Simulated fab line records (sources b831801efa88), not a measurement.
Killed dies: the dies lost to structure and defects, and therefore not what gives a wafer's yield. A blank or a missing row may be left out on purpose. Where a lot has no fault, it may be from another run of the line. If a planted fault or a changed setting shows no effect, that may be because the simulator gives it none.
A single fault, viewed from 2 desks | flow gf180mcu | every desk sees just its own numbers, and what lay behind them comes last

## TOOL OWNER'S DESK, pvd sputter-04
The tool's own readings at GF_M3_SPUTTER_00 (material Ti, target thk 37.5 nm, time 150 s): means of the sampled wafers that have a number, for each lot that ran on this tool. A lot is out of limits, marked OUT, if its mean lies more than 4 standard deviations from the usual mean; the brackets give that distance.
Columns: A = chamber pressure pa at GF_M3_SPUTTER_00, usual 2.000 Pa; B = throttle valve pct at GF_M3_SPUTTER_00, usual 30.0 %
lot  | first seen here | A               | B
L449 | day 23 02:19    | 1.999           | 30.7
L451 | day 23 14:59    | 1.999           | 30.0
L456 | day 25 06:01    | 1.903 (-24) OUT | 30.7
This desk's finding: out of limits on L456; first on L456, day 25 06:01 (chamber pressure pa at GF_M3_SPUTTER_00). L449, L451 stayed within limits.

## AT THE METROLOGY DESK
Lot by lot, what the gauges showed, no matter which tool ran the lot: averages of those sampled wafers that carry a number. A lot is out of limits, marked OUT, if its mean lies more than 4 standard deviations from the usual mean; the brackets give that distance.
Columns: A = V2_OVL at GF_V2_OVL_MEAS_15, usual 0 nm; B = V2_W_RS at GF_V2_RS_MEAS_24, usual 0.327 ohm/sq; C = V2_W_THK at GF_V2_THK_MEAS_25, usual 346 nm
lot  | first seen here | A  | B     | C
L449 | day 23 00:50    | 0  | 0.332 | 338
L451 | day 23 13:35    | 4  | 0.321 | 350
L455 | day 25 00:10    | 0  | 0.322 | 345
L456 | day 25 04:37    | -4 | 0.329 | 347
L463 | day 27 11:41    | -2 | 0.328 | 348
This desk found nothing out of limits on any of the 5 lots.

## PUT TOGETHER
At day 25 06:01, on L456, the tool owner's desk was in a position to raise an alarm.
Nothing out of limits was seen by the metrology desk.
The metrology desk has L456 on record, within its limits.
Of the lots named, all ran GF_M3_SPUTTER_00 on pvd sputter-04.

## WHAT THE SIMULATOR HAD INSERTED
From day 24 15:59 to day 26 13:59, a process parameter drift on pvd sputter-04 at GF_M3_SPUTTER_00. Setting chamber pressure pa, moved by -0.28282, from 2. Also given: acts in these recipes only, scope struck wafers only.
Lots struck among those shown: L456.
Hours from the fault's start to each desk's first reading out of limits: the tool owner's desk, 14.
